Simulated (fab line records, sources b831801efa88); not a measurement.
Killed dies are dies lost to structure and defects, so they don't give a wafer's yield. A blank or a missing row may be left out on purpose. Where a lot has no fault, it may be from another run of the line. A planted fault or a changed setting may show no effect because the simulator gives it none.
fab line records	flow sky130
record: lots: 14	wafers: 42	lastDay: 50
route steps=708 shown NWELL@64
lots that met no fault: from a run of the same line without faults
startH: hours from the record's first day to the start of the lot's first wafer shown	waitH: how many hours have passed since the lot's step before this one	" identical to the entry in the row above	L1.1+2: several wafers, shown together as one row	- no value, or no start given	* or withheld: withheld	< > ~ a bound
route shown NAME@n: NAME is a module with steps in the file, n the number in the route of the first one	usual: mean and standard deviation over wafers with no fault	same: alike in all rows	chamber/n: place in a boat	sites: each site's reading	_std_site: their standard deviation	_edge_site: the outer-site mean with the inner-site mean subtracted	radiusMm: how far each site lies from the wafer's centre	mask NAME#n: copy n	behind: the most recent tool/chamber to have shaped the wafer	hold: the reason the lot was held/the length of the hold in hours/how it ended	device: the n, p or np transistor that did not switch	end of line: the route-end tests of the same wafers	where a step has no rows: the recipe by itself	killed: the dies lost at the first sort to structure and to defects; this is not the yield of the wafer	map: per-die view of a wafer (x killed, . not killed, _ where there is no die)
set.NAME: the run value of the setting; set.NAME@STEP: its run value at that earlier step	model.NAME: the simulator's own value behind a step, which no gauge read
the route's steps for a sample of lots (tables are steps, rows are wafers)
services: a tool's chamber out of use, with start hour (startH, from the record's first day; less than 0 if before it), hours out, and reason
== steps ==
step: SKY_NWELL_IMPLANT_11
recipe: species: P	energyKev: 400	doseCm2: 1.9e+13	tiltDeg: withheld
usual: doseIonsCm2: 1.9e+13/2.3e+10	faradayCurrentUA: 107.2/2.1
lot.wafer	tool	chamber	startH	waitH	doseIonsCm2	faradayCurrentUA
L762.1	implanter-04	0	84.99	0.0	1.8986e+13	109.8
L762.3	"	0	"	"	1.9016e+13	108.3
L762.6	"	0	"	"	1.8993e+13	108.3
L763.3	implanter-03	0	95.16	0.1	1.9002e+13	108.0
L763.5	"	0	"	"	1.8988e+13	105.0
L763.6	"	0	"	"	1.8984e+13	107.9
L764.1	implanter-02	0	98.53	0.0	1.8961e+13	103.7
L764.2	"	0	"	"	1.8964e+13	107.8
L764.5	"	0	"	"	1.8949e+13	109.8
L766.1	implanter-02	0	109.98	0.0	1.9009e+13	109.1
L766.3	"	0	"	"	1.904e+13	104.5
L766.6	"	0	"	"	1.9027e+13	105.5
L767.3	implanter-03	0	113.73	0.1	1.8977e+13	106.5
L767.4	"	0	"	"	1.904e+13	107.4
L767.5	"	0	"	"	1.9016e+13	109.5
L771.1	implanter-02	0	135.83	0.0	1.9029e+13	108.9
L771.3	"	0	"	"	1.901e+13	106.3
L771.4	"	0	"	"	1.9011e+13	105.6
L772.1	implanter-02	0	143.34	0.0	2.0414e+13	116.7
L772.2	"	0	"	"	2.0399e+13	116.6
L772.6	"	0	"	"	2.0434e+13	116.6
L775.2	implanter-04	0	161.77	0.0	1.9028e+13	109.3
L775.5	"	0	"	"	1.9052e+13	103.2
L775.6	"	0	"	"	1.9029e+13	107.3
L777.3	implanter-02	0	174.91	0.1	2.0384e+13	115.2
L777.4	"	0	"	"	2.0397e+13	114.6
L777.5	"	0	"	"	2.0401e+13	117.5
L781.1	implanter-04	0	196.91	0.0	1.8999e+13	107.6
L781.3	"	0	"	"	1.8984e+13	106.1
L781.4	"	0	"	"	1.9004e+13	106.4
L782.2	implanter-04	0	201.85	0.0	1.9001e+13	106.2
L782.4	"	0	"	"	1.9008e+13	109.1
L782.5	"	0	"	"	1.8987e+13	103.4
L783.2	implanter-04	0	206.18	0.0	1.8969e+13	107.5
L783.4	"	0	"	"	1.9e+13	113.8
L783.6	"	0	"	"	1.9002e+13	110.5
L784.4	implanter-04	0	215.23	0.1	1.8996e+13	103.1
L784.5	"	0	"	"	1.9025e+13	104.2
L784.6	"	0	"	"	1.9007e+13	108.5
L785.1	implanter-03	0	222.99	0.0	1.9002e+13	105.9
L785.4	"	0	"	"	1.9011e+13	106.2
L785.5	"	0	"	"	1.8986e+13	108.0
step: SKY_NWELL_TW_MEAS_15
usual: NWELL_TW: 1814/8.7
lot.wafer	tool	chamber	startH	waitH	hold	NWELL_TW
L762.1	filmMetro-01	-	85.54	0.1	-	1822
L762.3	"	-	"	"	-	1829
L762.6	"	-	"	"	-	1822
L763.3	filmMetro-03	-	95.68	0.1	-	1807
L763.5	"	-	"	"	-	1801
L763.6	"	-	"	"	-	1811
L764.1	filmMetro-01	-	99.08	0.1	-	1826
L764.2	"	-	"	"	-	1812
L764.5	"	-	"	"	-	1814
L766.1	filmMetro-01	-	110.53	0.1	-	1815
L766.3	"	-	"	"	-	1813
L766.6	"	-	"	"	-	1815
L767.3	filmMetro-03	-	114.25	0.1	-	1819
L767.4	"	-	"	"	-	1809
L767.5	"	-	"	"	-	1800
L771.1	filmMetro-01	-	136.38	0.1	-	1821
L771.3	"	-	"	"	-	1820
L771.4	"	-	"	"	-	1826
L772.1	filmMetro-01	-	143.89	0.1	awaitDispo/0.2h/release	1865
L772.2	"	-	"	"	awaitDispo/0.2h/release	1852
L772.6	"	-	"	"	awaitDispo/0.2h/release	1854
L772.1	filmMetro-01	-	144.12	0.2	-	1841
L772.2	"	-	"	"	-	1845
L772.6	"	-	"	"	-	1853
L775.2	filmMetro-01	-	162.31	0.1	-	1810
L775.5	"	-	"	"	-	1809
L775.6	"	-	"	"	-	1807
L777.3	filmMetro-01	-	175.43	0.1	awaitDispo/0.2h/release	1860
L777.4	"	-	"	"	awaitDispo/0.2h/release	1867
L777.5	"	-	"	"	awaitDispo/0.2h/release	1851
L777.3	filmMetro-01	-	175.66	0.2	-	1861
L777.4	"	-	"	"	-	1845
L777.5	"	-	"	"	-	1853
L781.1	filmMetro-04	-	197.46	0.1	-	1812
L781.3	"	-	"	"	-	1822
L781.4	"	-	"	"	-	1811
L782.2	filmMetro-04	-	202.39	0.1	-	1809
L782.4	"	-	"	"	-	1805
L782.5	"	-	"	"	-	1806
L783.2	filmMetro-01	-	206.72	0.1	-	1816
L783.4	"	-	"	"	-	1824
L783.6	"	-	"	"	-	1827
L784.4	filmMetro-04	-	215.74	0.1	-	1801
L784.5	"	-	"	"	-	1806
L784.6	"	-	"	"	-	1804
L785.1	filmMetro-04	-	223.54	0.1	-	1819
L785.4	"	-	"	"	-	1803
L785.5	"	-	"	"	-	1820
step: SKY_NWELL_RS_MEAS_29
recipe: thkMeasGauge: four-point-probe
usual: NWELL_RS: 624.5/1.7
lot.wafer	tool	chamber	startH	waitH	hold	NWELL_RS[ohm/sq]
L762.1	filmMetro-01	-	103.25	0.1	-	624.9
L762.3	"	-	"	"	-	621.8
L762.6	"	-	"	"	-	625.1
L763.3	filmMetro-04	-	113.48	0.1	-	627.9
L763.5	"	-	"	"	-	624.6
L763.6	"	-	"	"	-	625.0
L764.1	filmMetro-01	-	117.26	0.1	-	624.6
L764.2	"	-	"	"	-	625.2
L764.5	"	-	"	"	-	621.9
L766.1	filmMetro-01	-	129.09	0.1	-	626.6
L766.3	"	-	"	"	-	625.7
L766.6	"	-	"	"	-	626.6
L767.3	filmMetro-01	-	134.24	0.1	-	623.8
L767.4	"	-	"	"	-	623.5
L767.5	"	-	"	"	-	625.0
L771.1	filmMetro-03	-	157.28	0.1	-	623.3
L771.3	"	-	"	"	-	623.6
L771.4	"	-	"	"	-	625.1
L772.1	filmMetro-01	-	164.69	0.1	awaitDispo/0.2h/release	601.0
L772.2	"	-	"	"	awaitDispo/0.2h/release	600.6
L772.6	"	-	"	"	awaitDispo/0.2h/release	600.0
L772.1	filmMetro-01	-	165.05	0.3	-	600.1
L772.2	"	-	"	"	-	601.2
L772.6	"	-	"	"	-	600.8
L775.2	filmMetro-03	-	183.24	0.1	-	623.9
L775.5	"	-	"	"	-	625.4
L775.6	"	-	"	"	-	625.6
L777.3	filmMetro-01	-	196.63	0.1	awaitDispo/0.2h/release	601.5
L777.4	"	-	"	"	awaitDispo/0.2h/release	600.8
L777.5	"	-	"	"	awaitDispo/0.2h/release	601.9
L777.3	filmMetro-01	-	196.99	0.3	-	600.8
L777.4	"	-	"	"	-	599.9
L777.5	"	-	"	"	-	600.9
L781.1	filmMetro-04	-	219.75	0.1	-	622.2
L781.3	"	-	"	"	-	622.5
L781.4	"	-	"	"	-	621.2
L782.2	filmMetro-01	-	225.41	0.1	-	622.0
L782.4	"	-	"	"	-	624.1
L782.5	"	-	"	"	-	623.2
L783.2	filmMetro-01	-	229.51	0.1	-	627.2
L783.4	"	-	"	"	-	628.0
L783.6	"	-	"	"	-	625.8
L784.4	filmMetro-03	-	238.95	0.1	-	626.3
L784.5	"	-	"	"	-	624.7
L784.6	"	-	"	"	-	625.8
L785.1	filmMetro-01	-	246.31	0.1	-	627.6
L785.4	"	-	"	"	-	626.8
L785.5	"	-	"	"	-	627.0
== services ==
tool	chamber	startH	hours	kind
implanter-02	-	63.80	2.4	repair
implanter-02	-	94.93	1.2	repair
implanter-03	-	112.31	1.0	repair
implanter-03	-	137.06	8.1	repair
implanter-02	-	152.66	5.6	repair
implanter-04	-	167.36	1.0	repair
== key ==
firstSign: step: SKY_NWELL_IMPLANT_11	reading: doseIonsCm2	direction: up	sigmas: 61	usual: *	struck: *
effect: step: SKY_NWELL_IMPLANT_11	reading: faradayCurrentUA	direction: up	sigmas: 4.3	usual: 107.2	struck: 116.2
effect: step: SKY_NWELL_TW_MEAS_15	reading: visit	direction: added
effect: step: SKY_NWELL_TW_MEAS_15	reading: NWELL_TW	direction: up	sigmas: 5.1	usual: 1814	struck: 1858
effect: step: SKY_NWELL_RS_MEAS_29	reading: visit	direction: added
effect: step: SKY_NWELL_RS_MEAS_29	reading: NWELL_RS	direction: down	sigmas: 13	usual: 624.5	struck: 601.0
metAt SKY_NWELL_IMPLANT_11
struckLots L772,L777
testerLeftOut L772,L777
onsetBetween 135.83 143.34
fault: kind: processParameterDrift	tool: implanter-02	chamber: -	onsetH: 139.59	steps: SKY_NWELL_IMPLANT_11	channel: doseCm2	offset: *	shape: step	endH: 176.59	actsIn: *	stated: *
testerLeftOut: of these lots the tester's yield and bins aren't shown, on N5 and GAA mostly nor the transistor test; their killed dies are dies lost to structure and defects alone, not to doping, threshold or leakage, so they don't give the yield
